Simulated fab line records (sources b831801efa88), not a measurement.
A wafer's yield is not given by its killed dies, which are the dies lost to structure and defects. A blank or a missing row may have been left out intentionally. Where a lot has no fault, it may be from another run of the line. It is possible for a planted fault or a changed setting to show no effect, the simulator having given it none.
Which of the tools did it? || flow gf180mcu || 8 lots, 24 wafers sampled, at 2 steps of a route of 602

== WHAT THE GAUGES READ, wafer by wafer ==
GF_HV_LDD_TW_MEAS_50.
{"lot": "L304", "measured": "day 12 11:33", "on": "film_metro-02", "HV_LDD_4_TW": "565 566 569"}
{"lot": "L305", "measured": "day 12 18:04", "on": "film_metro-01", "HV_LDD_4_TW": "565 559 560"}
{"lot": "L306", "measured": "day 13 01:55", "on": "film_metro-01", "HV_LDD_4_TW": "564 566 567"}
{"lot": "L307", "measured": "day 13 08:12", "on": "film_metro-02", "HV_LDD_4_TW": "569 569 569"}
{"lot": "L308", "measured": "day 13 19:55", "on": "film_metro-01", "HV_LDD_4_TW": "564 564 564"}
{"lot": "L309", "measured": "day 14 04:54", "on": "film_metro-02", "HV_LDD_4_TW": "567 567 568"}
{"lot": "L314", "measured": "day 16 00:25", "on": "film_metro-02", "HV_LDD_4_TW": "898 899 901"}
{"lot": "L315", "measured": "day 16 02:21", "on": "film_metro-04", "HV_LDD_4_TW": "899 899 905"}

== TOOL THAT RAN EACH LOT (tool first, then ch and the chambers of the sampled wafers, then the start) ==
{"lot": "L304", "GF_HV_LDD_IMPLANT_48": "implanter-04 ch 0, day 12 11:18"}
{"lot": "L305", "GF_HV_LDD_IMPLANT_48": "implanter-03 ch 0, day 12 17:50"}
{"lot": "L306", "GF_HV_LDD_IMPLANT_48": "implanter-01 ch 0, day 13 01:42"}
{"lot": "L307", "GF_HV_LDD_IMPLANT_48": "implanter-01 ch 0, day 13 07:57"}
{"lot": "L308", "GF_HV_LDD_IMPLANT_48": "implanter-01 ch 0, day 13 19:40"}
{"lot": "L309", "GF_HV_LDD_IMPLANT_48": "implanter-01 ch 0, day 14 04:39"}
{"lot": "L314", "GF_HV_LDD_IMPLANT_48": "implanter-04 ch 0, day 16 00:12"}
{"lot": "L315", "GF_HV_LDD_IMPLANT_48": "implanter-03 ch 0, day 16 02:06"}
- GF_HV_LDD_IMPLANT_48

== THE ANSWER, worked out from the rows above alone ==
Rule: the usual values come from the lots themselves. Put in order of their means at a reading, lots are off if they are a third of the lots or fewer, leave a main group of 4 or more, and stand apart from it by a gap of 3 or more times the standard deviation of the main group's means; of several such gaps the widest counts. Not used: any main group whose means are identical at the precision the tables above print for the reading. A lot without any number at a reading at which 4 lots or more have one is off too. Any other lot the step has rows for is counted as sound.
Off: L314, L315, seen at GF_HV_LDD_TW_MEAS_50 (HV_LDD_4_TW). For the main group the mean is 566 and the standard deviation 2.5.
If a tool, at a process step before that reading, ran all the lots that are off and no sound lot after the first of them, it fits. The gauges at GF_HV_LDD_TW_MEAS_50 are tried like those tools. None of those tried fits.

== WHAT WAS PUT IN BY THE SIMULATOR ==
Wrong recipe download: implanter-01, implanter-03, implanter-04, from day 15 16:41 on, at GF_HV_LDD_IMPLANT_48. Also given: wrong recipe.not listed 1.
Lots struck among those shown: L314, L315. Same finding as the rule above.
